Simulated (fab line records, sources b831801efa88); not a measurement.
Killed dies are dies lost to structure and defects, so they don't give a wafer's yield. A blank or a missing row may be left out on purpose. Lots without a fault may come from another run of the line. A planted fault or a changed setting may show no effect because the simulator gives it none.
One fault seen from 2 desks | flow sky130 | each desk has only its own numbers; what lay behind them comes last

THE METROLOGY DESK
What the gauges read, lot by lot, whatever tool the lot ran on: means of the sampled wafers that have a number. A lot is out of limits, marked OUT, if its mean lies more than 4 standard deviations from the usual mean; the brackets give that distance.
Columns: A = GATE_OXIDE_OVL at SKY_GATE_OXIDE_OVL_MEAS_10, usual 0.2 nm; B = GATE_OXIDE_TW at SKY_GATE_OXIDE_TW_MEAS_14, usual 224.0
lot  | first seen here | A    | B
L646 | day 15 00:02    | -1.6 | 224.8
L647 | day 15 08:20    | -2.2 | 225.1
L653 | day 17 07:26    | 3.2  | 226.3
L656 | day 18 09:05    | 0.8  | 225.4
L665 | day 21 16:52    | -0.8 | 221.1
L666 | day 21 20:53    | -1.1 | 223.8
This desk's finding: nothing out of limits on any of the 6 lots.

THE TOOL OWNER'S DESK: furnace-02
The tool's own readings at SKY_GATE_OXIDE_OXIDATION_16 (stabilise 600 s, purge 300 s, target thk 3.57 nm): means of the sampled wafers that have a number, for each lot that ran on this tool. A lot is out of limits, marked OUT, if its mean lies more than 4 standard deviations from the usual mean; the brackets give that distance.
Columns: A = ox_temp_c_max at SKY_GATE_OXIDE_OXIDATION_16, usual 803.6
lot  | first seen here | A
L647 | day 15 09:58    | 803.9
L653 | day 17 08:47    | 804.4
L656 | day 18 09:35    | 804.8
L665 | day 21 17:22    | 804.0
L666 | day 21 22:20    | 803.2
This desk's finding: nothing out of limits on any of the 5 lots.

PUT TOGETHER
The metrology desk saw nothing out of limits.
The tool owner's desk saw nothing out of limits.

WHAT THE SIMULATOR HAD PUT IN
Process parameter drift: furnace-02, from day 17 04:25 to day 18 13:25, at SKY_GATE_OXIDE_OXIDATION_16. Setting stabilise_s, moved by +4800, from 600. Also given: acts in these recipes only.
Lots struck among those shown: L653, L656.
